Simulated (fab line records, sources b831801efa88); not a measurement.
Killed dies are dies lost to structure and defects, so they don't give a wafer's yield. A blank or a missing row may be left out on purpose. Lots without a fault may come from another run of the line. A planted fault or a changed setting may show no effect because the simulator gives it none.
Which tool did it? | flow sky130 | 10 lots, 30 wafers sampled, at 6 steps of a route of 708

WHAT THE GAUGES READ, wafer by wafer
SKY_VIA1_CD_MEAS_12: target cd 150 nm. Usual: cd_nm 149.5 nm, standard deviation 1.9.
lot  | measured     | on        | cd_nm (nm)        | flag
L142 | day 33 13:37 | cd_sem-02 | 147.5 148.4 147.2 |
L143 | day 34 02:01 | cd_sem-01 | 149.7 149.4 150.1 |
L144 | day 34 12:58 | cd_sem-01 | 148.3 150.9 149.0 |
L145 | day 35 18:58 | cd_sem-02 | 148.3 148.0 148.1 |
L148 | day 36 02:10 | cd_sem-01 | 148.2 151.1 150.5 |
L149 | day 36 04:04 | cd_sem-02 | 149.0 148.7 148.4 |
L159 | day 39 08:32 | cd_sem-01 | 148.7 149.7 150.0 |
L160 | day 39 18:59 | cd_sem-02 | 148.3 149.5 149.8 |
L163 | day 40 13:01 | cd_sem-01 | 150.7 149.0 149.9 |
L164 | day 40 18:01 | cd_sem-01 | 154.4 153.1 153.1 |

SKY_VIA1_OVL_MEAS_13. Usual: VIA1_OVL 0 nm, standard deviation 4.5.
lot  | measured     | on         | VIA1_OVL (nm) | flag
L142 | day 33 13:44 | overlay-02 | 0 3 1         |
L143 | day 34 02:06 | overlay-02 | 0 -2 -3       |
L144 | day 34 13:05 | overlay-01 | 1 -1 2        |
L145 | day 35 19:03 | overlay-02 | 4 4 6         |
L148 | day 36 02:17 | overlay-01 | -3 -1 2       |
L149 | day 36 04:11 | overlay-01 | 3 0 1         |
L159 | day 39 08:38 | overlay-02 | -6 -9 -14     |
L160 | day 39 19:05 | overlay-01 | 2 -1 6        |
L163 | day 40 13:08 | overlay-02 | -5 -3 -9      |
L164 | day 40 18:07 | overlay-01 | 0 -11 -3      |

SKY_METAL2_RS_MEAS_05: measures by four-point-probe. Usual: METAL2_ALCU_RS 0.1273 ohm/sq, standard deviation 0.0012.
lot  | measured     | on            | METAL2_ALCU_RS (ohm/sq) | flag
L142 | day 33 15:14 | film_metro-02 | 0.1264 0.1263 0.1258    |
L143 | day 34 03:37 | film_metro-02 | 0.1280 0.1284 0.1286    |
L144 | day 34 14:56 | film_metro-03 | 0.1261 0.1265 0.1275    |
L145 | day 35 20:35 | film_metro-03 | 0.1267 0.1261 0.1262    |
L148 | day 36 03:48 | film_metro-03 | 0.1272 0.1298 0.1297    |
L149 | day 36 05:41 | film_metro-03 | 0.1262 0.1281 0.1286    |
L159 | day 39 10:08 | film_metro-03 | 0.1277 0.1278 0.0822    | OFF
L160 | day 39 20:35 | film_metro-04 | 0.1274 0.0828 0.1282    | OFF
L163 | day 40 14:38 | film_metro-03 | 0.1255 0.1264 0.1278    |
L164 | day 40 19:38 | film_metro-02 | 0.1281 0.1273 0.1271    |

SKY_METAL2_THK_MEAS_06: measures by xrf. Usual: METAL2_ALCU_THK 252.1 nm, standard deviation 2.7.
lot  | measured     | on            | METAL2_ALCU_THK (nm) | flag
L142 | day 33 15:22 | film_metro-02 | 252.9 251.9 253.0    |
L143 | day 34 03:43 | film_metro-02 | 248.7 248.9 249.8    |
L144 | day 34 15:04 | film_metro-03 | 252.9 251.1 250.0    |
L145 | day 35 20:40 | film_metro-03 | 249.2 255.4 253.0    |
L148 | day 36 03:55 | film_metro-03 | 251.7 246.3 247.2    |
L149 | day 36 05:48 | film_metro-03 | 252.5 250.0 249.6    |
L159 | day 39 10:15 | film_metro-03 | 251.7 251.8 385.3    | OFF
L160 | day 39 20:42 | film_metro-04 | 251.9 384.7 250.2    | OFF
L163 | day 40 14:45 | film_metro-03 | 253.9 251.1 250.0    |
L164 | day 40 19:44 | film_metro-02 | 250.4 250.7 252.0    |

WHICH TOOL RAN EACH LOT (tool, then ch and the chambers of the sampled wafers, then the start)
lot  | SKY_VIA1_SPUTTER_20          | SKY_METAL2_SPUTTER_02
L142 | pvd_sputter-04, day 33 14:28 | pvd_sputter-02, day 33 15:09
L143 | pvd_sputter-02, day 34 02:48 | pvd_sputter-03, day 34 03:29
L144 | pvd_sputter-01, day 34 14:09 | pvd_sputter-03, day 34 14:50
L145 | pvd_sputter-04, day 35 19:44 | pvd_sputter-03, day 35 20:26
L148 | pvd_sputter-02, day 36 03:01 | pvd_sputter-01, day 36 03:43
L149 | pvd_sputter-02, day 36 04:55 | pvd_sputter-01, day 36 05:35
L159 | pvd_sputter-02, day 39 09:21 | pvd_sputter-03, day 39 10:02
L160 | pvd_sputter-01, day 39 19:48 | pvd_sputter-03, day 39 20:29
L163 | pvd_sputter-01, day 40 13:52 | pvd_sputter-02, day 40 14:32
L164 | pvd_sputter-04, day 40 18:50 | pvd_sputter-01, day 40 19:31
- SKY_VIA1_SPUTTER_20: material TiN, target thk 20 nm, time 80 s.
- SKY_METAL2_SPUTTER_02: material AlCu, target thk 250 nm, time 13.3 s.

WHAT THE TOOLS THEMSELVES READ (means of the sampled wafers that have a number; where no wafer has one, the mark that the record gives instead)
SKY_VIA1_SPUTTER_20. Usual: throttle_valve_pct 29.9 %, standard deviation 1.
lot  | tool           | throttle_valve_pct (%) | flag
L142 | pvd_sputter-04 | 30.9                   |
L143 | pvd_sputter-02 | 29.7                   |
L144 | pvd_sputter-01 | 29.4                   |
L145 | pvd_sputter-04 | 29.9                   |
L148 | pvd_sputter-02 | 30.1                   |
L149 | pvd_sputter-02 | 30.1                   |
L159 | pvd_sputter-02 | 29.5                   |
L160 | pvd_sputter-01 | 29.7                   |
L163 | pvd_sputter-01 | 29.6                   |
L164 | pvd_sputter-04 | 30.5                   |

SKY_METAL2_SPUTTER_02. Usual: throttle_valve_pct 30.4 %, standard deviation 0.82.
lot  | tool           | throttle_valve_pct (%) | flag
L142 | pvd_sputter-02 | 30.3                   |
L143 | pvd_sputter-03 | 30.7                   |
L144 | pvd_sputter-03 | 30.8                   |
L145 | pvd_sputter-03 | 30.3                   |
L148 | pvd_sputter-01 | 29.1                   |
L149 | pvd_sputter-01 | 29.7                   |
L159 | pvd_sputter-03 | 30.4                   |
L160 | pvd_sputter-03 | 30.9                   |
L163 | pvd_sputter-02 | 30.2                   |
L164 | pvd_sputter-01 | 29.9                   |

THE ANSWER, worked out from the rows above alone
Rule: a lot is off if the mean of its wafers that have a number lies more than 3 standard deviations from the usual mean. A lot without any number at a reading at which 4 lots or more have one is off too. The other lots that the step has rows for count as sound. The gauges are gone through in route order, then the tools' own readings, and for those a lot's mean is taken as printed above. The first step at which some lot is off is used, and at that step the reading that is off furthest; a lot without a number counts as furthest.
Off: L159, L160, at SKY_METAL2_RS_MEAS_05 (METAL2_ALCU_RS).
A tool fits if, at a process step before that reading, it ran every lot that is off, and no sound lot after the first of them. The gauges at SKY_METAL2_RS_MEAS_05 are tried like those tools. One fits: pvd_sputter-03 at SKY_METAL2_SPUTTER_02. Its last sound lot is L145 (day 35 20:26), its first lot that is off L159 (day 39 10:02): a fault that began between those two fits.

WHAT THE SIMULATOR HAD PUT IN
Process parameter drift: pvd_sputter-03, from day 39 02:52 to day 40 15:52, at SKY_METAL2_SPUTTER_02. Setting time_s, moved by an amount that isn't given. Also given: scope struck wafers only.
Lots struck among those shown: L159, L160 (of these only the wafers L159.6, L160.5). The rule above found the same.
